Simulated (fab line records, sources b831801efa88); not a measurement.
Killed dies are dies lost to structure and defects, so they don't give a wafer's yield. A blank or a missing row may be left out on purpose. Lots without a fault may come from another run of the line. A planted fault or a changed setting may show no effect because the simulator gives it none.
Problem report in the 8D (eight disciplines) form, filled by code | flow sky130 | the parts of the form that need people (team, actions taken, sign-off) are left out

1. THE PROBLEM
SPACER_CVD_00_THK at SKY_SPACER_THK_MEAS_01 reads a mean of 31.7 nm on 3 wafers of 1 lot; wafers without a fault read 42.9 nm with a standard deviation of 0.41. That is -27 standard deviations from the usual mean.
First seen on wafer L284.2, day 27 00:11, on film_metro-02. The record holds 33 wafers of 11 lots with a number at this step. Rule for "out", or "out of limits": more than 4 standard deviations from the usual mean. The other wafers with a number count as sound.

2. WHAT IT IS AND WHAT IT IS NOT
question                    | is                     | is not
which readings at this step | SPACER_CVD_00_THK      | -
which lots                  | L284                   | L273, L274, L276, L279, L280, L283, L293, L294, L295, L296
which wafers of those lots  | all that have a number | -
read on which gauges        | film_metro-02          | film_metro-03, film_metro-04
when                        | from day 27 00:11      | up to then (18 sound wafers); but 12 sound wafers of L293, L294, L295, L296 came after

3. SUSPECTS, AND WHAT RULES EACH OUT
Counting: a tool at a process step up to the reading stays a suspect if it ran every lot that is out and no sound lot after the first of them.
- the gauge at SKY_SPACER_THK_MEAS_01: ruled out. All the wafers that are out were read on film_metro-02, but those of them that SKY_SPACER_ETCHBACK_02 has rows for are out there too, on other tools.
- plasma_asher-04 at SKY_LDD_LDN_STRIP_12 (strips in O2/N2): kept. It ran the lot that is out, L284 (day 26 21:49), and no sound lot after that; its last sound lot up to then is L283 (day 26 11:34).
- lpcvd-02 at SKY_SPACER_CVD_00 (deposits Si3N4 from DCS/NH3, target thk 43.1 nm, time 740 s): ruled out as a lasting fault. Sound lots L293, L294, L295, L296 ran on it after its first lot that is out, L284 (day 26 22:59).
Left after counting: plasma_asher-04 at SKY_LDD_LDN_STRIP_12.

4. THE CAUSE (what the simulator had put in)
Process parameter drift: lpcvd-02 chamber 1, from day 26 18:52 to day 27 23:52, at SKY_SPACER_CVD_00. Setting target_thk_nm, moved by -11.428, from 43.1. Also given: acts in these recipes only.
Counting ruled it out, wrongly: the rule takes a fault to strike every lot that its tool runs from its start on, and this one did not.

5. THE CHAIN OF EFFECTS, in route order
Each row: a reading whose mean over the struck wafers that have a number lies more than 3 standard deviations from the usual. Only readings for which the record gives a usual standard deviation are gone through. hours: the time from each lot's start at the first step in this table that gives one to its start at this step, as a median over the lots. sigmas: the change in usual standard deviations.
hours | step                   | reading           | usual      | on struck wafers | change | sigmas
0     | SKY_SPACER_THK_MEAS_01 | SPACER_CVD_00_THK | 42.9 nm    | 31.7             | -11.2  | -27
6     | SKY_SPACER_ETCHBACK_02 | oes_product_au    | 0.853 a.u. | 0.726            | -0.127 | -20
The process steps in it:
- SKY_SPACER_ETCHBACK_02: etches Si3N4 in CH3F/O2, stops on SiO2, time 46.7 s, target depth 45 nm.

6. WHAT WOULD HAVE CAUGHT IT SOONER
In this record the first reading out of limits at a measuring or inspecting step was taken at day 27 00:11, 5 hours after the fault began at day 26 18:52.
Of the tool readings at SKY_SPACER_CVD_00 for which the record gives a usual standard deviation, none was out on any struck wafer, so an alarm limit of 4 standard deviations on them would not have fired.
